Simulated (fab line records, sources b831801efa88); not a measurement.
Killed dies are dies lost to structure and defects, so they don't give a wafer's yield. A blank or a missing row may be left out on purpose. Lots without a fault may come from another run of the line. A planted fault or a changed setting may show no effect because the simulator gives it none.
fab line records | flow sky130 | part 1 of 2: steps 1 to 42 of 43
record lots=6 wafers=18 last_day=50
route steps=708 shown CAP2M@620 METAL4@621 VIA4@639 METAL5@661 PAD_OPEN@708
lots that met no fault: from a run of the same line without faults
start_h: hours from the record's first day to the start of the lot's first wafer shown | wait_h: hours since the lot's step before | " the same as in the row above | L1.1+2: a row that stands for several wafers | - no value, or no start given | * or withheld: withheld | < > ~ a bound
route shown NAME@n: a module of which the file shows steps, and the number in the route of the first | usual: mean/standard deviation of fault-free wafers | same: alike in all rows | chamber/n: place in a boat | sites: the reading at each site | _std_site: their standard deviation | _edge_site: outer sites' mean less inner sites' | radius_mm: how far each site lies from the wafer's centre | mask NAME#n: copy n | behind: the tool/chamber that last shaped the wafer | hold: why the lot was held/for how many hours/how that ended | device: the transistor (n, p or np) that didn't switch | end of line: the same wafers' tests at the end of the route | a step without rows: its recipe alone | killed: dies lost to structure and defects at the first sort, not the wafer's yield | map: a wafer's dies, x killed, . not, _ none there
set.NAME: the setting as run; set.NAME@STEP: as run at that earlier step | model.NAME: the simulator's own value behind a step, which no gauge read
lots at some steps of the route; a table a step, a row a wafer
services: from which hour (start_h, from the record's first day; less than 0 if before it) a tool's chamber was out of use, for how many hours, and why
## steps
# step SKY_CAP2M_CLEAN_17
# recipe chemistry=O3/DIW dry=n2_spin
# step SKY_METAL4_DEHYDRATE_05
# recipe temp_c=200 time_s=60
# step SKY_METAL4_HMDS_06
# recipe prime_time_s=60 prime_temp_c=120
# step SKY_METAL4_COAT_07
# recipe resist=BARC temp_c=withheld time_s=withheld spin_rpm=3000 resist_thk_nm=60
# step SKY_METAL4_COAT_08
# recipe resist=KrF-thick spin_rpm=3000 resist_thk_nm=1140
# step SKY_METAL4_SOFTBAKE_09
# recipe temp_c=100 time_s=90 resist=KrF-thick
# step SKY_METAL4_EXPOSE_10
# recipe mask_id=MM4 na=0.68 source_shape=annular sigma_inner=0.4 sigma_outer=0.8 target_cd_nm=300 dose_mj=28
# step SKY_METAL4_PEB_11
# recipe peb_temp_c=withheld peb_time_s=withheld resist=KrF-thick
# step SKY_METAL4_DEVELOP_12
# recipe develop_time_s=60 resist=KrF-thick dev_temp_c=21
# step SKY_METAL4_CD_MEAS_13
# recipe target_cd_nm=300
# usual cd_nm=300.5/1.2
# columns lot.wafer tool chamber start_h wait_h cd_nm
L545.3 cd_sem-02 - 1050.99 - 300.5
L545.5 " - " " 301.1
L545.6 " - " " 301.7
L547.1 cd_sem-01 - 1056.73 - 301.0
L547.5 " - " " 300.6
L547.6 " - " " 301.2
L552.3 cd_sem-01 - 1093.32 - 301.4
L552.4 " - " " 301.9
L552.6 " - " " 301.4
L556.2 cd_sem-01 - 1109.47 - 300.3
L556.3 " - " " 300.9
L556.6 " - " " 303.1
L559.3 cd_sem-02 - 1125.42 - 301.7
L559.4 " - " " 300.4
L559.6 " - " " 300.2
L560.1 cd_sem-01 - 1129.48 - 299.1
L560.3 " - " " 298.6
L560.6 " - " " 301.0
# step SKY_METAL4_OVL_MEAS_14
# usual METAL4_OVL=3/4.8
# columns lot.wafer tool chamber start_h wait_h METAL4_OVL[nm]
L545.3 overlay-01 - 1051.08 0.1 12
L545.5 " - " " 13
L545.6 " - " " 15
L547.1 overlay-02 - 1056.85 0.1 14
L547.5 " - " " 2
L547.6 " - " " 2
L552.3 overlay-02 - 1093.41 0.1 11
L552.4 " - " " 6
L552.6 " - " " 3
L556.2 overlay-02 - 1109.57 0.1 10
L556.3 " - " " 13
L556.6 " - " " 9
L559.3 overlay-02 - 1125.51 0.1 1
L559.4 " - " " 0
L559.6 " - " " 0
L560.1 overlay-01 - 1129.60 0.1 3
L560.3 " - " " 5
L560.6 " - " " 9
# step SKY_METAL4_DESCUM_15
# recipe chemistry=O2 source_power_w=150 bias_power_w=0 pressure_mtorr=10 temp_c=40 time_s=8
# usual drypump_motor_current_A=6.05/0.27 he_backside_leak_sccm=3.49/0.18 oes_product_au=0.998/0.0086
# same bias_power_w=0
# columns lot.wafer tool chamber start_h wait_h drypump_motor_current_A he_backside_leak_sccm oes_product_au rf_hours_counter_h
L545.3 rie_metal-03 0 1051.12 0.0 6.18 3.34 1.011 -
L545.5 " 0 " " 6.19 3.44 0.996 -
L545.6 " 1 " " 6.09 3.76 0.987 -
L547.1 rie_metal-03 1 1056.89 0.0 6.10 3.59 0.988 5
L547.5 " 1 " " 6.11 3.65 0.992 -
L547.6 " 0 " " 6.19 3.38 1.004 -
L552.3 rie_metal-02 0 1093.45 0.0 5.55 3.67 1.007 -
L552.4 " 1 " " 6.37 3.54 1.003 -
L552.6 " 1 " " 6.36 3.45 1.014 -
L556.2 rie_metal-02 0 1109.60 0.0 5.62 3.39 0.996 19
L556.3 " 0 " " 5.66 3.84 1.000 -
L556.6 " 0 " " 5.59 3.33 1.001 -
L559.3 rie_metal-02 1 1125.55 0.0 6.37 3.59 1.002 -
L559.4 " 0 " " 5.62 3.47 1.004 -
L559.6 " 0 " " 5.69 3.06 0.999 -
L560.1 rie_metal-03 0 1129.64 0.0 6.19 3.32 1.004 17
L560.3 " 1 " " 6.07 3.69 0.990 -
L560.6 " 1 " " 6.08 3.67 0.986 -
# step SKY_METAL4_ETCH_16
# recipe chemistry=N2/H2 target=BARC ion_energy_ev=200 bias_w=100 pressure_mtorr=30 n2_flow_sccm=100 h2_flow_sccm=200 icp_w=500 stop_on=SiO2 time_s=88.2 target_depth_a=600
# usual drypump_motor_current_A=6.05/0.28 he_backside_leak_sccm=3.50/0.25 oes_product_au=0.626/0.0043 throttle_valve_pct=13.205/0.0097
# columns lot.wafer tool chamber start_h wait_h drypump_motor_current_A he_backside_leak_sccm oes_product_au rf_hours_counter_h throttle_valve_pct
L545.3 rie_metal-03 0 1051.17 0.0 6.18 3.37 0.627 - 13.220
L545.5 " 0 " " 6.21 3.45 0.623 - 13.201
L545.6 " 1 " " 6.13 3.60 0.626 - 13.194
L547.1 rie_metal-03 1 1056.92 0.0 6.11 3.54 0.631 5 13.212
L547.5 " 1 " " 6.12 3.62 0.627 - 13.193
L547.6 " 0 " " 6.21 3.27 0.617 - 13.219
L552.3 rie_metal-02 0 1093.50 0.0 5.70 3.70 0.628 - 13.196
L552.4 " 1 " " 6.39 3.46 0.629 - 13.200
L552.6 " 1 " " 6.37 3.68 0.634 - 13.204
L556.2 rie_metal-02 0 1109.64 0.0 5.64 3.88 0.626 19 13.198
L556.3 " 0 " " 5.66 3.61 0.628 - 13.205
L556.6 " 0 " " 5.65 3.60 0.630 - 13.203
L559.3 rie_metal-02 1 1125.60 0.0 6.36 3.73 0.634 - 13.203
L559.4 " 0 " " 5.61 3.52 0.623 - 13.202
L559.6 " 0 " " 5.61 2.97 0.624 - 13.229
L560.1 rie_metal-03 0 1129.67 0.0 6.20 3.39 0.633 17 13.203
L560.3 " 1 " " 6.12 3.46 0.634 - 13.215
L560.6 " 1 " " 6.11 3.62 0.625 - 13.211
# step SKY_METAL4_ETCH_17
# recipe target=SiO2 stop_on=TiN chemistry=C4F8/O2/Ar source_w=1500 bias_w=1200 pressure_mtorr=40 c4f8_flow_sccm=withheld O2_flow_sccm=6 Ar_flow_sccm=300 time_s=3.9 target_depth_a=150
# usual oes_product_au=0.753/0.0074
# columns lot.wafer tool chamber start_h wait_h oes_product_au rf_hours_counter_h
L545.3 rie_diel-03 0 1051.24 0.0 0.752 14
L545.5 " 1 " " 0.761 -
L545.6 " 2 " " 0.752 -
L547.1 rie_diel-02 1 1057.02 0.1 0.756 7
L547.5 " 1 " " 0.769 -
L547.6 " 0 " " 0.755 -
L552.3 rie_diel-02 2 1093.57 0.0 0.745 27
L552.4 " 1 " " 0.753 8
L552.6 " 0 " " 0.742 -
L556.2 rie_diel-03 3 1109.73 0.1 0.751 0
L556.3 " 2 " " 0.753 17
L556.6 " 1 " " 0.762 -
L559.3 rie_diel-04 3 1125.67 0.0 0.747 16
L559.4 " 2 " " 0.753 20
L559.6 " 3 " " 0.746 -
L560.1 rie_diel-04 0 1129.77 0.1 0.746 12
L560.3 " 2 " " 0.750 20
L560.6 " 3 " " 0.759 -
# step SKY_METAL4_METAL_ETCH_18
# recipe target_depth_a=8450 stop_on=SiO2 over_etch_frac=0.3 time_s=183.1 chemistry=Cl2/BCl3 resist_sidewall_deg=88 pressure_mtorr=10 icp_w=900 bias_w=48.5 Cl2_flow_sccm=60 bcl3_flow_sccm=30
# usual drypump_motor_current_A=5.89/0.25 he_backside_leak_sccm=3.40/0.17 oes_product_au=0.865/0.0069 throttle_valve_pct=22.263/0.0093
# columns lot.wafer tool chamber start_h wait_h drypump_motor_current_A he_backside_leak_sccm oes_product_au rf_hours_counter_h throttle_valve_pct
L545.3 rie_metal-01 0 1051.31 0.1 5.75 3.30 0.871 - 22.268
L545.5 " 0 " " 5.78 3.32 0.866 - 22.253
L545.6 " 1 " " 5.70 3.21 0.878 - 22.277
L547.1 rie_metal-01 1 1057.03 0.0 5.63 3.40 0.868 13 22.259
L547.5 " 0 " " 5.79 3.12 0.862 - 22.269
L547.6 " 1 " " 5.63 3.40 0.861 - 22.265
L552.3 rie_metal-03 1 1093.64 0.1 6.09 3.82 0.849 - 22.267
L552.4 " 0 " " 6.19 3.35 0.865 - 22.260
L552.6 " 0 " " 6.20 3.40 0.858 - 22.251
L556.2 rie_metal-03 1 1109.75 0.0 6.09 3.64 0.868 9 22.266
L556.3 " 1 " " 6.11 3.65 0.870 - 22.272
L556.6 " 1 " " 6.08 3.72 0.865 - 22.264
L559.3 rie_metal-03 0 1125.74 0.1 6.21 3.33 0.876 - 22.269
L559.4 " 1 " " 6.11 3.77 0.863 - 22.273
L559.6 " 0 " " 6.18 3.33 0.869 - 22.273
L560.1 rie_metal-01 1 1129.79 0.0 5.63 3.58 0.866 18 22.256
L560.3 " 0 " " 5.85 3.26 0.874 - 22.274
L560.6 " 1 " " 5.61 3.46 0.872 - 22.263
# step SKY_METAL4_STRIP_19
# recipe chemistry=O2/N2 power_w=1400 pressure_mtorr=1500 platen_temp_c=withheld o2_flow_sccm=3000 n2_flow_sccm=300 overash_fraction=0.5
# usual drypump_motor_current_A=5.8/0.4 oes_product_au=0.502/0.006 strip_time_to_endpoint_s=6.53/0.084
# columns lot.wafer tool chamber start_h wait_h drypump_motor_current_A oes_product_au rf_hours_counter_h strip_time_to_endpoint_s
L545.3 plasma_asher-03 0 1051.47 0.1 5.9 0.502 - 6.60
L545.5 " 1 " " 6.1 0.492 - 6.52
L545.6 " 0 " " 5.9 0.495 - 6.46
L547.1 plasma_asher-01 1 1057.21 0.1 5.2 0.494 63 6.41
L547.5 " 1 " " 5.2 0.501 - 6.54
L547.6 " 0 " " 6.3 0.494 - 6.38
L552.3 plasma_asher-04 1 1093.80 0.1 5.7 0.503 - 6.63
L552.4 " 0 " " 5.3 0.515 - 6.54
L552.6 " 1 " " 5.7 0.502 - 6.50
L556.2 plasma_asher-01 0 1109.93 0.1 6.3 0.503 68 6.60
L556.3 " 0 " " 6.3 0.499 - 6.61
L556.6 " 1 " " 5.2 0.507 - 6.70
L559.3 plasma_asher-03 0 1125.90 0.1 5.9 0.493 - 6.38
L559.4 " 1 " " 6.1 0.511 - 6.62
L559.6 " 0 " " 5.9 0.504 - 6.56
L560.1 plasma_asher-03 1 1129.96 0.1 6.1 0.494 37 6.40
L560.3 " 0 " " 5.9 0.498 - 6.59
L560.6 " 0 " " 5.9 0.496 - 6.47
# step SKY_METAL4_STRIP_20
# recipe chemistry=post_etch_residue_remover time_s=1200 temp_c=72.5
# step SKY_METAL4_CLEAN_21
# recipe chemistry=IPA time_s=180 temp_c=25
# step SKY_METAL4_CLEAN_22
# recipe chemistry=O3/DIW dry=n2_spin
# step SKY_VIA4_HDPCVD_00
# recipe material=SiO2 target_thk_nm=1750 sigma_open_frac=0.3 time_s=291.7 temp_c=400 sih4_flow_sccm=60 pressure_mtorr=6
# step SKY_VIA4_THK_MEAS_01
# recipe reads=SiO2_of_VIA4_HDPCVD_00
# usual VIA4_HDPCVD_THK=1763/20
# columns lot.wafer tool chamber start_h wait_h VIA4_HDPCVD_THK[nm]
L545.3 film_metro-04 - 1052.37 0.1 1775
L545.5 " - " " 1794
L545.6 " - " " 1782
L547.1 film_metro-01 - 1057.99 0.1 1769
L547.5 " - " " 1746
L547.6 " - " " 1740
L552.3 film_metro-04 - 1094.55 0.1 1749
L552.4 " - " " 1766
L552.6 " - " " 1748
L556.2 film_metro-03 - 1110.71 0.1 1765
L556.3 " - " " 1760
L556.6 " - " " 1736
L559.3 film_metro-03 - 1126.66 0.1 1764
L559.4 " - " " 1779
L559.6 " - " " 1807
L560.1 film_metro-03 - 1130.80 0.1 1714
L560.3 " - " " 1716
L560.6 " - " " 1725
# step SKY_VIA4_CMP_02
# recipe material=SiO2 down_force_psi=4 platen_rpm=60 pad_velocity_m_s=0.94248
# step SKY_VIA4_BOW_MEAS_03
# recipe mode=bow
# usual VIA4_BOW=78/7.6
# columns lot.wafer tool chamber start_h wait_h VIA4_BOW[um]
L545.3 film_metro-03 - 1052.75 0.2 78
L545.5 " - " " 75
L545.6 " - " " 84
L547.1 film_metro-04 - 1058.35 0.2 87
L547.5 " - " " 81
L547.6 " - " " 78
L552.3 film_metro-03 - 1094.93 0.1 82
L552.4 " - " " 74
L552.6 " - " " 69
L556.2 film_metro-03 - 1111.08 0.2 74
L556.3 " - " " 74
L556.6 " - " " 68
L559.3 film_metro-01 - 1127.04 0.3 85
L559.4 " - " " 70
L559.6 " - " " 78
L560.1 film_metro-03 - 1131.16 0.2 74
L560.3 " - " " 81
L560.6 " - " " 69
# step SKY_VIA4_DEHYDRATE_04
# recipe temp_c=200 time_s=60
# step SKY_VIA4_HMDS_05
# recipe prime_time_s=60 prime_temp_c=120
# step SKY_VIA4_COAT_06
# recipe resist=NOVOLAK spin_rpm=3020 resist_thk_nm=1140
# step SKY_VIA4_SOFTBAKE_07
# recipe temp_c=90 time_s=60 resist=NOVOLAK
# step SKY_VIA4_EXPOSE_08
# recipe mask_id=VIM4 na=0.6 source_shape=conventional sigma_outer=0.6 polarization=unpolarized target_cd_nm=800 dose_mj=132
# step SKY_VIA4_PEB_09
# recipe temp_c=withheld time_s=* resist=NOVOLAK
# step SKY_VIA4_DEVELOP_10
# recipe resist=NOVOLAK developer=TMAH develop_time_s=60 dev_temp_c=23
# step SKY_VIA4_OVL_MEAS_11
# usual VIA4_OVL=-1.8/1.5
# columns lot.wafer tool chamber start_h wait_h VIA4_OVL[nm]
L545.3 overlay-02 - 1074.56 0.1 -3.6
L545.5 " - " " -5.0
L545.6 " - " " -4.9
L547.1 overlay-01 - 1079.82 0.1 -0.3
L547.5 " - " " 0.0
L547.6 " - " " -1.3
L552.3 overlay-01 - 1114.43 0.1 -1.7
L552.4 " - " " -0.7
L552.6 " - " " -1.4
L556.2 overlay-02 - 1130.52 0.1 -3.7
L556.3 " - " " -3.3
L556.6 " - " " -3.1
L559.3 overlay-02 - 1146.21 0.1 1.2
L559.4 " - " " 0.8
L559.6 " - " " 1.6
L560.1 overlay-02 - 1148.95 0.1 -1.9
L560.3 " - " " -1.5
L560.6 " - " " -2.9
# step SKY_VIA4_ETCH_12
# recipe target=SiO2 chemistry=C4F8/O2/Ar stop_on=TiN mask_material=NOVOLAK source_w=1500 bias_w=1200 pressure_mtorr=40 c4f8_flow_sccm=withheld O2_flow_sccm=6 Ar_flow_sccm=300 time_s=withheld target_depth_a=5800
# usual oes_product_au=0.926/0.0048
# columns lot.wafer tool chamber start_h wait_h oes_product_au
L545.3 rie_diel-04 0 1074.58 0.0 0.924
L545.5 " 3 " " 0.928
L545.6 " 2 " " 0.920
L547.1 rie_diel-04 0 1079.85 0.0 0.914
L547.5 " 1 " " 0.919
L547.6 " 2 " " 0.929
L552.3 rie_diel-04 1 1114.45 0.0 0.928
L552.4 " 3 " " 0.927
L552.6 " 2 " " 0.921
L556.2 rie_diel-04 0 1130.55 0.0 0.934
L556.3 " 2 " " 0.926
L556.6 " 2 " " 0.925
L559.3 rie_diel-04 0 1146.23 0.0 0.935
L559.4 " 1 " " 0.928
L559.6 " 3 " " 0.933
L560.1 rie_diel-03 3 1148.98 0.0 0.930
L560.3 " 1 " " 0.930
L560.6 " 3 " " 0.921
# step SKY_VIA4_STRIP_13
# recipe chemistry=O2/N2 power_w=1400 pressure_mtorr=1500 platen_temp_c=withheld o2_flow_sccm=3000 n2_flow_sccm=300 overash_fraction=0.5
# step SKY_VIA4_STRIP_14
# recipe chemistry=post_etch_residue_remover time_s=1200 temp_c=72.5
# step SKY_VIA4_CLEAN_15
# recipe chemistry=IPA time_s=180 temp_c=25
# step SKY_VIA4_CLEAN_16
# recipe chemistry=O3/DIW dry=n2_spin
# step SKY_VIA4_SPUTTER_17
# recipe material=TiN target_thk_nm=20 chamber_pressure_pa=5 power_w=4000 time_s=80
# step SKY_VIA4_CVD_18
# recipe material=W target_thk_nm=505 time_s=152.14 temp_c=400 pressure_torr=40
# step SKY_VIA4_RS_MEAS_19
# recipe thk_meas_gauge=four-point-probe reads=W_of_VIA4_CVD_18+TiN_of_VIA4_SPUTTER_17
# usual VIA4_W_RS=0.2259/0.002
# columns lot.wafer tool chamber start_h wait_h VIA4_W_RS[ohm/sq]
L545.3 film_metro-04 - 1075.60 0.1 0.2239
L545.5 " - " " 0.2275
L545.6 " - " " 0.2277
L547.1 film_metro-04 - 1080.74 0.1 0.2256
L547.5 " - " " 0.2283
L547.6 " - " " 0.2293
L552.3 film_metro-01 - 1115.37 0.1 0.2265
L552.4 " - " " 0.2225
L552.6 " - " " 0.2238
L556.2 film_metro-04 - 1131.70 0.2 0.2253
L556.3 " - " " 0.2217
L556.6 " - " " 0.2244
L559.3 film_metro-01 - 1147.16 0.1 0.2269
L559.4 " - " " 0.2280
L559.6 " - " " 0.2288
L560.1 film_metro-03 - 1150.38 0.1 0.2223
L560.3 " - " " 0.2227
L560.6 " - " " 0.2276
# step SKY_VIA4_THK_MEAS_20
# recipe thk_meas_gauge=xrf reads=W_of_VIA4_CVD_18
# usual VIA4_W_THK=522/6.8
# columns lot.wafer tool chamber start_h wait_h VIA4_W_THK[nm]
L545.3 film_metro-04 - 1075.70 0.1 524
L545.5 " - " " 520
L545.6 " - " " 515
L547.1 film_metro-04 - 1080.86 0.1 523
L547.5 " - " " 514
L547.6 " - " " 514
L552.3 film_metro-01 - 1115.47 0.1 523
L552.4 " - " " 527
L552.6 " - " " 523
L556.2 film_metro-04 - 1131.81 0.1 520
L556.3 " - " " 525
L556.6 " - " " 520
L559.3 film_metro-01 - 1147.26 0.1 519
L559.4 " - " " 512
L559.6 " - " " 514
L560.1 film_metro-03 - 1150.50 0.1 532
L560.3 " - " " 531
L560.6 " - " " 520
# step SKY_VIA4_CMP_21
# recipe stop_on=SiO2 t_overpolish_s=25 down_force_psi=3.5 platen_rpm=60 target_thk_nm=0 pad_velocity_m_s=0.94248
# step SKY_METAL5_SPUTTER_00
# recipe material=Ti target_thk_nm=15 power_w=3000 time_s=10 chamber_pressure_pa=0.4
